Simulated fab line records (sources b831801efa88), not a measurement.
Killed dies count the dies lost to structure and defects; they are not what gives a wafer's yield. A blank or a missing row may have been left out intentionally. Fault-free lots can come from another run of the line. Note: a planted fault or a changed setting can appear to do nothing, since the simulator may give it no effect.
Which tool did it?    flow sky130    13 lots, 39 wafers sampled, at 5 steps of a route of 708

== WHAT EACH GAUGE READ, for each wafer ==
SKY_VT_ADJUST_NCORE_CD_MEAS_07: target cd 380 nm. Usual: cd nm reads 379.5 nm (standard deviation 2.8).
lot   measured      on         cd nm (nm)         flag
L207  day 9 20:17   cd sem-02  383.8 382.8 380.0  
L210  day 10 16:52  cd sem-02  379.4 377.1 380.6  
L212  day 11 08:44  cd sem-02  374.8 376.0 377.5  
L213  day 11 16:21  cd sem-02  373.6 374.6 375.9  
L215  day 12 05:22  cd sem-02  380.3 382.5 382.5  
L216  day 12 20:25  cd sem-02  381.5 381.3 380.2  
L218  day 12 23:13  cd sem-02  380.6 380.8 380.1  
L219  day 13 17:47  cd sem-02  373.4 373.5 374.0  
L221  day 13 23:29  cd sem-01  379.7 381.7 380.0  
L223  day 14 02:30  cd sem-02  375.3 372.4 376.0  
L224  day 15 02:09  cd sem-01  379.4 378.6 380.3  
L226  day 15 04:47  cd sem-01  383.3 380.6 381.2  
L227  day 15 21:11  cd sem-01  380.7 379.0 379.5  

SKY_VT_ADJUST_HVTR_CD_MEAS_07: target cd 380 nm. Usual: cd nm reads 379.5 nm (standard deviation 2.2).
lot   measured      on         cd nm (nm)         flag
L207  day 10 19:56  cd sem-01  379.6 381.0 380.8  
L210  day 11 16:05  cd sem-01  382.2 384.2 381.4  
L212  day 12 16:35  cd sem-02  382.3 383.5 381.3  
L213  day 12 19:29  cd sem-01  378.6 378.3 376.0  
L215  day 13 00:07  cd sem-01  375.3 375.1 376.2  
L216  day 13 22:53  cd sem-02  383.3 381.3 382.9  
L218  day 14 01:25  cd sem-01  379.8 376.0 377.8  
L219  day 14 20:19  cd sem-01  378.5 379.4 378.9  
L221  day 15 02:40  cd sem-02  343.6 345.6 346.0  OFF
L223  day 15 05:34  cd sem-01  349.1 349.7 349.1  OFF
L224  day 16 05:17  cd sem-01  379.7 380.1 378.7  
L226  day 16 08:50  cd sem-02  381.8 379.7 379.6  
L227  day 17 01:46  cd sem-01  377.1 378.5 377.5  

== WHICH TOOL RAN EACH LOT (tool, then ch and the chambers of the sampled wafers, then the start) ==
lot   SKY_FIELD_ISO_ETCH_17            SKY_PWDE_STRIP_09                    SKY_VT_ADJUST_HVTR_DEVELOP_06
L207  rie si-02 ch 0,2,3, day 2 22:59  plasma asher-01 ch 0,1, day 4 16:30  litho track-01 ch 0, day 10 19:49
L210  rie si-02 ch 0,1,2, day 3 11:54  plasma asher-01 ch 0, day 5 09:01    litho track-03 ch 0, day 11 15:56
L212  rie si-02 ch 0,1,2, day 3 23:30  plasma asher-03 ch 0,1, day 5 21:06  litho track-03 ch 0, day 12 16:26
L213  rie si-01 ch 0,2,3, day 4 03:48  plasma asher-02 ch 0,1, day 6 01:43  litho track-03 ch 0, day 12 19:20
L215  rie si-02 ch 0,2, day 4 15:51    plasma asher-01 ch 0,1, day 6 14:24  litho track-03 ch 0, day 12 23:58
L216  rie si-02 ch 0,1,2, day 4 21:12  plasma asher-03 ch 0,1, day 6 19:22  litho track-01 ch 0, day 13 22:44
L218  rie si-01 ch 2,3, day 5 06:36    plasma asher-03 ch 0,1, day 7 07:57  litho track-01 ch 0, day 14 01:17
L219  rie si-01 ch 0,2,3, day 5 12:15  plasma asher-02 ch 0,1, day 7 12:28  litho track-03 ch 0, day 14 20:10
L221  rie si-02 ch 0,2,3, day 6 00:11  plasma asher-03 ch 0,1, day 8 01:13  litho track-03 ch 0, day 15 02:31
L223  rie si-02 ch 1,2,3, day 6 07:30  plasma asher-01 ch 0,1, day 8 07:10  litho track-03 ch 0, day 15 05:23
L224  rie si-02 ch 1,2,3, day 6 14:11  plasma asher-02 ch 0,1, day 8 15:42  litho track-04 ch 0, day 16 05:09
L226  rie si-02 ch 2,3, day 6 23:23    plasma asher-02 ch 0,1, day 9 01:48  litho track-01 ch 0, day 16 08:41
L227  rie si-01 ch 0,1,2, day 7 05:06  plasma asher-01 ch 0,1, day 9 06:01  litho track-04 ch 0, day 17 01:37
- SKY_FIELD_ISO_ETCH_17: etches Si in HBr/Cl2/O2, target depth 342 nm, time 97.7 s.
- SKY_PWDE_STRIP_09: strips in O2/N2.
- SKY_VT_ADJUST_HVTR_DEVELOP_06: develop time 60 s.

== AS READ BY THE TOOLS THEMSELVES (means over the sampled wafers that have a number; for cases with no such wafer, the mark the record gives instead) ==
SKY_FIELD_ISO_ETCH_17. Usual: drypump motor current A 5.7 A, standard deviation 0.47; oes product au 1.004 a.u., standard deviation 0.015; throttle valve pct 25.655 %, standard deviation 0.014.
lot   tool       drypump motor current A (A)  oes product au (a.u.)  throttle valve pct (%)  flag
L207  rie si-02  5.4                          1.007                  25.659                  
L210  rie si-02  5.4                          1.004                  25.659                  
L212  rie si-02  5.4                          1.007                  25.650                  
L213  rie si-01  6.1                          1.004                  25.660                  
L215  rie si-02  5.1                          1.000                  25.660                  
L216  rie si-02  5.4                          1.006                  25.650                  
L218  rie si-01  6.3                          1.004                  25.653                  
L219  rie si-01  6.1                          1.003                  25.652                  
L221  rie si-02  5.4                          1.000                  25.670                  
L223  rie si-02  5.6                          1.005                  25.660                  
L224  rie si-02  5.6                          1.003                  25.654                  
L226  rie si-02  5.6                          0.999                  25.662                  
L227  rie si-01  5.8                          0.997                  25.655                  

SKY_PWDE_STRIP_09. Usual: drypump motor current A 5.8 A, standard deviation 0.47; oes product au 0.723 a.u., standard deviation 0.0046; strip time to endpoint s 36.91 s, standard deviation 0.11.
lot   tool             drypump motor current A (A)  oes product au (a.u.)  strip time to endpoint s (s)  flag
L207  plasma asher-01  5.6                          0.721                  36.72                         
L210  plasma asher-01  5.3                          0.721                  36.90                         
L212  plasma asher-03  6.1                          0.724                  36.98                         
L213  plasma asher-02  5.2                          0.721                  37.04                         
L215  plasma asher-01  5.6                          0.721                  36.81                         
L216  plasma asher-03  6.1                          0.725                  37.00                         
L218  plasma asher-03  6.0                          0.724                  36.77                         
L219  plasma asher-02  5.2                          0.724                  36.93                         
L221  plasma asher-03  6.0                          0.725                  36.84                         
L223  plasma asher-01  5.6                          0.725                  36.98                         
L224  plasma asher-02  5.2                          0.725                  37.06                         
L226  plasma asher-02  5.2                          0.723                  36.95                         
L227  plasma asher-01  5.7                          0.723                  36.71                         

== THE ANSWER, worked out from the rows above alone ==
Rule: a lot is off if the mean of its wafers that have a number lies more than 3 standard deviations from the usual mean. Also off: a lot with no number at a reading for which 4 or more lots have one. Any other lot the step has rows for is counted as sound. After the gauges, taken in route order, come the tools' own readings; for these a lot's mean is taken, as printed above. The first step at which some lot is off is used, and at that step the reading that is off furthest; a lot without a number counts as furthest.
Off: L221, L223, at SKY_VT_ADJUST_HVTR_CD_MEAS_07 (cd nm).
A tool fits if, at a process step before that reading, it ran every lot that is off, and no sound lot after the first of them. Those tools and the gauges at SKY_VT_ADJUST_HVTR_CD_MEAS_07 are tried in the same way. One fits: SKY_VT_ADJUST_HVTR_DEVELOP_06 on litho track-03. Its last sound lot is L219 (day 14 20:10), its first lot that is off L221 (day 15 02:31): a fault that began between those two fits.

== WHAT THE SIMULATOR PUT IN ==
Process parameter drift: litho track-03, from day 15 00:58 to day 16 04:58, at SKY_VT_ADJUST_HVTR_DEVELOP_06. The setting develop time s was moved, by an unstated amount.
Lots struck among those shown: L221, L223. The rule above found the same.
